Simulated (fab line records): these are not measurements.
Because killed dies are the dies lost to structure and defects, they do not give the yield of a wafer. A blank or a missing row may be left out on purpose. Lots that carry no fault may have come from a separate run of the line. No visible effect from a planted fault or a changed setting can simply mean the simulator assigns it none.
The tool behind it: which one? / flow sfq-line / 42 wafers from 14 lots sampled at 4 of the route's 325 steps

WHAT THE GAUGES READ, wafer by wafer
SFQ_M8_RS_MEAS_949: the measuring method here is four-point-probe.
lot=L472; measured=day 86 09:25; on=film-metro-04; M8_AU_RS (ohm/sq)=0.1540 0.1548 0.1545
lot=L473; measured=day 86 13:04; on=film-metro-03; M8_AU_RS (ohm/sq)=0.1557 0.1557 0.1546
lot=L474; measured=day 86 16:38; on=film-metro-04; M8_AU_RS (ohm/sq)=0.1547 0.1541 0.1510
lot=L475; measured=day 86 20:13; on=film-metro-03; M8_AU_RS (ohm/sq)=0.1544 0.1550 0.1550
lot=L476; measured=day 86 23:50; on=film-metro-04; M8_AU_RS (ohm/sq)=0.1527 0.1530 0.1521
lot=L477; measured=day 87 01:02; on=film-metro-03; M8_AU_RS (ohm/sq)=0.1530 0.1536 0.1519
lot=L484; measured=day 91 06:34; on=film-metro-03; M8_AU_RS (ohm/sq)=0.1550 0.1545 0.1539
lot=L485; measured=day 91 11:21; on=film-metro-03; M8_AU_RS (ohm/sq)=0.1531 0.1549 0.1543
lot=L489; measured=day 92 04:09; on=film-metro-04; M8_AU_RS (ohm/sq)=0.1548 0.1539 0.1535
lot=L490; measured=day 92 07:46; on=film-metro-03; M8_AU_RS (ohm/sq)=0.1517 0.1532 0.1533
lot=L492; measured=day 92 19:45; on=film-metro-02; M8_AU_RS (ohm/sq)=0.1528 0.1518 0.1518
lot=L493; measured=day 92 23:08; on=film-metro-02; M8_AU_RS (ohm/sq)=0.1511 0.1529 0.1518
lot=L494; measured=day 93 03:55; on=film-metro-02; M8_AU_RS (ohm/sq)=0.1526 0.1539 0.1542
lot=L495; measured=day 93 06:19; on=film-metro-04; M8_AU_RS (ohm/sq)=0.1515 0.1518 0.1513

WHAT TOOL EACH LOT RAN ON (gives the tool, then ch and the chambers of the sampled wafers, and finally the start)
lot=L472; SFQ_TRILAYER_R5_DEP_SPUTTER_132=pvd-sputter-05, day 56 11:47; SFQ_TRILAYER_M6_DEP_SPUTTER_157=pvd-sputter-03, day 72 16:30; SFQ_TRILAYER_I7_VIA_LITHO_PEB_190=litho-track-04 ch 0, day 82 07:33
lot=L473; SFQ_TRILAYER_R5_DEP_SPUTTER_132=pvd-sputter-06, day 56 12:59; SFQ_TRILAYER_M6_DEP_SPUTTER_157=pvd-sputter-05, day 72 21:17; SFQ_TRILAYER_I7_VIA_LITHO_PEB_190=litho-track-02 ch 0, day 82 10:36
lot=L474; SFQ_TRILAYER_R5_DEP_SPUTTER_132=pvd-sputter-04, day 56 20:38; SFQ_TRILAYER_M6_DEP_SPUTTER_157=pvd-sputter-06, day 72 22:29; SFQ_TRILAYER_I7_VIA_LITHO_PEB_190=litho-track-04 ch 0, day 82 13:37
lot=L475; SFQ_TRILAYER_R5_DEP_SPUTTER_132=pvd-sputter-04, day 57 00:05; SFQ_TRILAYER_M6_DEP_SPUTTER_157=pvd-sputter-03, day 72 23:41; SFQ_TRILAYER_I7_VIA_LITHO_PEB_190=litho-track-02 ch 0, day 82 15:34
lot=L476; SFQ_TRILAYER_R5_DEP_SPUTTER_132=pvd-sputter-05, day 57 02:31; SFQ_TRILAYER_M6_DEP_SPUTTER_157=pvd-sputter-05, day 73 02:06; SFQ_TRILAYER_I7_VIA_LITHO_PEB_190=litho-track-04 ch 0, day 82 18:35
lot=L477; SFQ_TRILAYER_R5_DEP_SPUTTER_132=pvd-sputter-04, day 57 08:38; SFQ_TRILAYER_M6_DEP_SPUTTER_157=pvd-sputter-06, day 73 04:29; SFQ_TRILAYER_I7_VIA_LITHO_PEB_190=litho-track-02 ch 0, day 82 21:35
lot=L484; SFQ_TRILAYER_R5_DEP_SPUTTER_132=pvd-sputter-06, day 59 12:20; SFQ_TRILAYER_M6_DEP_SPUTTER_157=pvd-sputter-03, day 74 03:17; SFQ_TRILAYER_I7_VIA_LITHO_PEB_190=litho-track-02, day 87 10:03
lot=L485; SFQ_TRILAYER_R5_DEP_SPUTTER_132=pvd-sputter-06, day 59 17:49; SFQ_TRILAYER_M6_DEP_SPUTTER_157=pvd-sputter-05, day 74 06:54; SFQ_TRILAYER_I7_VIA_LITHO_PEB_190=litho-track-02, day 87 13:37
lot=L489; SFQ_TRILAYER_R5_DEP_SPUTTER_132=pvd-sputter-06, day 60 11:48; SFQ_TRILAYER_M6_DEP_SPUTTER_157=pvd-sputter-03, day 75 08:14; SFQ_TRILAYER_I7_VIA_LITHO_PEB_190=litho-track-04 ch 0, day 88 07:37
lot=L490; SFQ_TRILAYER_R5_DEP_SPUTTER_132=pvd-sputter-04, day 60 12:25; SFQ_TRILAYER_M6_DEP_SPUTTER_157=pvd-sputter-05, day 75 09:26; SFQ_TRILAYER_I7_VIA_LITHO_PEB_190=litho-track-01 ch 0, day 88 10:39
lot=L492; SFQ_TRILAYER_R5_DEP_SPUTTER_132=pvd-sputter-06, day 60 23:48; SFQ_TRILAYER_M6_DEP_SPUTTER_157=pvd-sputter-05, day 76 00:25; SFQ_TRILAYER_I7_VIA_LITHO_PEB_190=litho-track-04 ch 0, day 89 02:39
lot=L493; SFQ_TRILAYER_R5_DEP_SPUTTER_132=pvd-sputter-06, day 61 02:48; SFQ_TRILAYER_M6_DEP_SPUTTER_157=pvd-sputter-06, day 76 02:17; SFQ_TRILAYER_I7_VIA_LITHO_PEB_190=litho-track-04 ch 0, day 89 03:51
lot=L494; SFQ_TRILAYER_R5_DEP_SPUTTER_132=pvd-sputter-04, day 61 05:50; SFQ_TRILAYER_M6_DEP_SPUTTER_157=pvd-sputter-06, day 76 06:25; SFQ_TRILAYER_I7_VIA_LITHO_PEB_190=litho-track-04 ch 0, day 89 10:16
lot=L495; SFQ_TRILAYER_R5_DEP_SPUTTER_132=pvd-sputter-05, day 61 21:41; SFQ_TRILAYER_M6_DEP_SPUTTER_157=pvd-sputter-06, day 76 18:25; SFQ_TRILAYER_I7_VIA_LITHO_PEB_190=litho-track-02 ch 0, day 89 13:52
- SFQ_TRILAYER_R5_DEP_SPUTTER_132: material Ti, target thk 5 nm, time 5 s.
- SFQ_TRILAYER_M6_DEP_SPUTTER_157: material Nb, target thk 200 nm, time 133.3 s.
- SFQ_TRILAYER_I7_VIA_LITHO_PEB_190: peb time 60 s.

AS READ BY THE TOOLS THEMSELVES (means over the sampled wafers that have a number; for cases with no such wafer, the mark the record gives instead)
SFQ_TRILAYER_R5_DEP_SPUTTER_132.
lot=L472; tool=pvd-sputter-05; throttle-valve-pct (%)=29.6
lot=L473; tool=pvd-sputter-06; throttle-valve-pct (%)=29.8
lot=L474; tool=pvd-sputter-04; throttle-valve-pct (%)=29.6
lot=L475; tool=pvd-sputter-04; throttle-valve-pct (%)=30.7
lot=L476; tool=pvd-sputter-05; throttle-valve-pct (%)=29.4
lot=L477; tool=pvd-sputter-04; throttle-valve-pct (%)=30.5
lot=L484; tool=pvd-sputter-06; throttle-valve-pct (%)=29.3
lot=L485; tool=pvd-sputter-06; throttle-valve-pct (%)=30.4
lot=L489; tool=pvd-sputter-06; throttle-valve-pct (%)=29.9
lot=L490; tool=pvd-sputter-04; throttle-valve-pct (%)=30.5
lot=L492; tool=pvd-sputter-06; throttle-valve-pct (%)=30.2
lot=L493; tool=pvd-sputter-06; throttle-valve-pct (%)=30.0
lot=L494; tool=pvd-sputter-04; throttle-valve-pct (%)=30.6
lot=L495; tool=pvd-sputter-05; throttle-valve-pct (%)=29.2

SFQ_TRILAYER_M6_DEP_SPUTTER_157.
lot=L472; tool=pvd-sputter-03; throttle-valve-pct (%)=30.3
lot=L473; tool=pvd-sputter-05; throttle-valve-pct (%)=29.4
lot=L474; tool=pvd-sputter-06; throttle-valve-pct (%)=30.0
lot=L475; tool=pvd-sputter-03; throttle-valve-pct (%)=30.6
lot=L476; tool=pvd-sputter-05; throttle-valve-pct (%)=29.5
lot=L477; tool=pvd-sputter-06; throttle-valve-pct (%)=29.8
lot=L484; tool=pvd-sputter-03; throttle-valve-pct (%)=30.3
lot=L485; tool=pvd-sputter-05; throttle-valve-pct (%)=29.4
lot=L489; tool=pvd-sputter-03; throttle-valve-pct (%)=30.3
lot=L490; tool=pvd-sputter-05; throttle-valve-pct (%)=29.5
lot=L492; tool=pvd-sputter-05; throttle-valve-pct (%)=29.3
lot=L493; tool=pvd-sputter-06; throttle-valve-pct (%)=30.1
lot=L494; tool=pvd-sputter-06; throttle-valve-pct (%)=30.3
lot=L495; tool=pvd-sputter-06; throttle-valve-pct (%)=29.3

SFQ_TRILAYER_I7_VIA_LITHO_PEB_190.
lot=L472; tool=litho-track-04; chill-plate-temp-C (C)=22.82; exhaust-pa (Pa)=44.2; heater-power-total-W (W)=79.16
lot=L473; tool=litho-track-02; chill-plate-temp-C (C)=23.08; exhaust-pa (Pa)=45.0; heater-power-total-W (W)=79.19
lot=L474; tool=litho-track-04; chill-plate-temp-C (C)=23.06; exhaust-pa (Pa)=44.6; heater-power-total-W (W)=79.19
lot=L475; tool=litho-track-02; chill-plate-temp-C (C)=22.99; exhaust-pa (Pa)=44.8; heater-power-total-W (W)=79.17
lot=L476; tool=litho-track-04; chill-plate-temp-C (C)=23.03; exhaust-pa (Pa)=44.2; heater-power-total-W (W)=79.17
lot=L477; tool=litho-track-02; chill-plate-temp-C (C)=23.10; exhaust-pa (Pa)=45.0; heater-power-total-W (W)=79.17
lot=L484; tool=litho-track-02; chill-plate-temp-C (C)=-; exhaust-pa (Pa)=-; heater-power-total-W (W)=-
lot=L485; tool=litho-track-02; chill-plate-temp-C (C)=-; exhaust-pa (Pa)=-; heater-power-total-W (W)=-
lot=L489; tool=litho-track-04; chill-plate-temp-C (C)=22.96; exhaust-pa (Pa)=45.1; heater-power-total-W (W)=79.11
lot=L490; tool=litho-track-01; chill-plate-temp-C (C)=22.94; exhaust-pa (Pa)=44.9; heater-power-total-W (W)=79.03
lot=L492; tool=litho-track-04; chill-plate-temp-C (C)=23.01; exhaust-pa (Pa)=44.4; heater-power-total-W (W)=79.21
lot=L493; tool=litho-track-04; chill-plate-temp-C (C)=22.94; exhaust-pa (Pa)=45.4; heater-power-total-W (W)=79.16
lot=L494; tool=litho-track-04; chill-plate-temp-C (C)=23.06; exhaust-pa (Pa)=44.9; heater-power-total-W (W)=79.21
lot=L495; tool=litho-track-02; chill-plate-temp-C (C)=22.97; exhaust-pa (Pa)=44.9; heater-power-total-W (W)=79.12

THE ANSWER, worked out from the rows above alone
Rule: the lots themselves supply what counts as usual. The widest of any qualifying gaps counts: lots, ordered by their means at a reading, are off when they make up no more than a third of the lots, leave a main group of 4 or more, and stand apart from it by 3 or more times the standard deviation of that group's means. A main group whose means are all the same, to the digits that the tables above print for the reading, isn't used. A lot without any number at a reading at which 4 lots or more have one is off too. The other lots that the step has rows for count as sound. First the gauges in route order, then the tools' own readings, where a lot's mean is used as printed above. At the first step where some lot is off, the reading lying furthest off is the one used; lots without a number count as furthest.
Off: L484, L485 (SFQ_TRILAYER_I7_VIA_LITHO_PEB_190, chill-plate-temp-C). Without a number there: L484, L485. The main group: mean 23.00 C, standard deviation 0.075.
If a tool, at that step or one of the process steps before it, ran each lot that is off and ran no sound lot following the first of them, it fits. None of those tried fits.

WHAT THE SIMULATOR HAD INSERTED
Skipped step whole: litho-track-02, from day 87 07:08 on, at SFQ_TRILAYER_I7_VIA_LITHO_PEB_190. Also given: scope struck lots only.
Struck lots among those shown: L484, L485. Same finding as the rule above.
